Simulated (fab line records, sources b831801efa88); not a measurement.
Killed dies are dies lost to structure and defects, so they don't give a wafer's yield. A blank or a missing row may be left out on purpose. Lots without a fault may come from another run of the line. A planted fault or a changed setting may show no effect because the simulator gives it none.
One fault seen from 2 desks | flow gf180mcu | each desk has only its own numbers; what lay behind them comes last

THE TOOL OWNER'S DESK: implanter-03
The tool's own readings at GF_NWELL_IMPLANT_08: means of the sampled wafers that have a number, for each lot that ran on this tool. A lot is out of limits, marked OUT, if its mean lies more than 4 standard deviations from the usual mean; the brackets give that distance.
Columns: A = beam_on_s at GF_NWELL_IMPLANT_08, usual 9.99 s; B = faraday_current_uA at GF_NWELL_IMPLANT_08, usual 84.7
lot  | first seen here | A               | B
L572 | day 3 14:28     | 9.84            | 86.0
L578 | day 4 22:04     | 9.93            | 85.3
L580 | day 5 10:41     | 8.74 (-6.0) OUT | 98.1 (+7.9) OUT
L582 | day 5 19:52     | 8.81 (-5.6) OUT | 98.0 (+7.9) OUT
This desk's finding: out of limits on L580, L582; first on L580, day 5 10:41 (beam_on_s at GF_NWELL_IMPLANT_08). In limits: L572, L578.

THE METROLOGY DESK
What the gauges read, lot by lot, whatever tool the lot ran on: means of the sampled wafers that have a number. A lot is out of limits, marked OUT, if its mean lies more than 4 standard deviations from the usual mean; the brackets give that distance.
Columns: A = STI_OXIDATION_THK at GF_STI_THK_MEAS_02, usual 9.98 nm; B = STI_OXIDATION_02_THK at GF_STI_THK_MEAS_30, usual 9.99 nm; C = NWELL_TW at GF_NWELL_TW_MEAS_11, usual 1572; D = NWELL_RS at GF_VT_IMPLANT_RS_MEAS_47, usual 488.3 ohm/sq
lot  | first seen here | A     | B     | C               | D
L571 | day 1 11:47     | 10.00 | 10.34 | 1582            | 489.3
L572 | day 1 16:31     | 9.95  | 10.07 | 1573            | 489.2
L573 | day 1 22:04     | 10.19 | 10.09 | 1568            | 486.4
L574 | day 2 02:32     | 10.17 | 9.74  | 1586            | 487.6
L575 | day 2 07:52     | 10.34 | 9.89  | 1577            | 488.9
L578 | day 2 22:58     | 9.95  | 10.48 | 1589            | 487.7
L580 | day 3 08:31     | 9.82  | 9.65  | 1523 (-4.9) OUT | 517.5 (+16) OUT
L582 | day 3 18:46     | 10.07 | 10.03 | 1515 (-5.7) OUT | 519.8 (+17) OUT
L589 | day 5 05:31     | 9.88  | 10.09 | 1569            | 488.6
L590 | day 5 10:59     | 9.84  | 10.04 | 1570            | 489.3
L592 | day 5 20:31     | 10.02 | 10.06 | 1560            | 489.1
L593 | day 6 02:19     | 10.11 | 9.82  | 1569            | 490.2
L594 | day 6 06:31     | 9.87  | 10.19 | 1568            | 487.1
This desk's finding: out of limits on L580, L582; first on L580, day 5 11:04 (NWELL_TW at GF_NWELL_TW_MEAS_11). In limits: L571, L572, L573, L574, L575, L578, L589, L590, L592, L593, L594.

PUT TOGETHER
The tool owner's desk could have raised an alarm at day 5 10:41, on L580, L582.
The metrology desk could have raised an alarm at day 5 11:04, on L580, L582.
Of the lots named, all ran GF_NWELL_IMPLANT_08 on implanter-03.

WHAT THE SIMULATOR HAD PUT IN
Process parameter drift: implanter-03, from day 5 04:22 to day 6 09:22, at GF_NWELL_IMPLANT_08. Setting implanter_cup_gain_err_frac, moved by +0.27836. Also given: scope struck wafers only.
Lots struck among those shown: L580, L582.
Hours from the fault's start to each desk's first reading out of limits: the tool owner's desk, 6; the metrology desk, 7.
